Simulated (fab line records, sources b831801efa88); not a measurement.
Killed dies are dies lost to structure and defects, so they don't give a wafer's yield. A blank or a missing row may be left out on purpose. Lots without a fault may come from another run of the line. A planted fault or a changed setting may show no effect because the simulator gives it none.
Chamber matching | flow gf180mcu | GF_CONTACT_CMP_27 on cmp-02: 4 sister chambers
The step polishes, stops on SiO2, t overpolish 15 s, target thk 0 nm. 8 wafers are shown with their chamber, then 10 later ones without.

WAFERS WITH THEIR CHAMBER
wafer  | chamber | motor_current_A (A) | time_to_endpoint_s (s)
L683.6 | 2       | 12.5                | 74
L690.2 | 0       | 11.7                | 72
L693.2 | 3       | 11.0                | 69
L693.5 | 2       | 12.5                | 75
L694.4 | 0       | 11.1                | 74
L694.5 | 1       | 11.3                | 77
L697.2 | 1       | 11.2                | 75
L697.5 | 3       | 11.4                | 67

WAFERS WITHOUT THEIR CHAMBER
wafer  | motor_current_A (A) | time_to_endpoint_s (s)
L697.6 | 11.6                | 72
L698.1 | 12.8                | 72
L698.2 | 11.6                | 75
L698.3 | 11.5                | 74
L699.3 | 11.7                | 72
L699.4 | 12.8                | 71
L699.6 | 13.0                | 72
L700.1 | 11.5                | 67
L700.4 | 12.0                | 74
L700.6 | 11.2                | 67

WHICH CHAMBER EACH WENT THROUGH
wafer  | from the rows above          | in truth
L697.6 | 0                            | 0
L698.1 | 2                            | 2
L698.2 | can't be placed: 1 or 0 or 2 | 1
L698.3 | can't be placed: 0 or 1      | 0
L699.3 | 0                            | 0
L699.4 | 2                            | 2
L699.6 | 2                            | 2
L700.1 | 3                            | 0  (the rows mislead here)
L700.4 | can't be placed: 2 or 0 or 1 | 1
L700.6 | 3                            | 3
Placed correctly: 6 of 10. Can't be placed from these rows: 3 (the true chamber is among the candidates in 3). Placed wrongly: 1.
How it was worked out, from the rows above alone: a wafer's distance from a chamber is the root of the sum, over the readings, of the square of ((its reading less the chamber's mean) divided by the reading's scatter). The wafer belongs to the nearest chamber; if the next one is less than 2 further off, it can't be placed. A chamber's mean is the mean of its shown wafers. The scatter: the root of (the sum of the squares of (reading less its chamber's mean) over the shown wafers, divided by (wafers less chambers)).
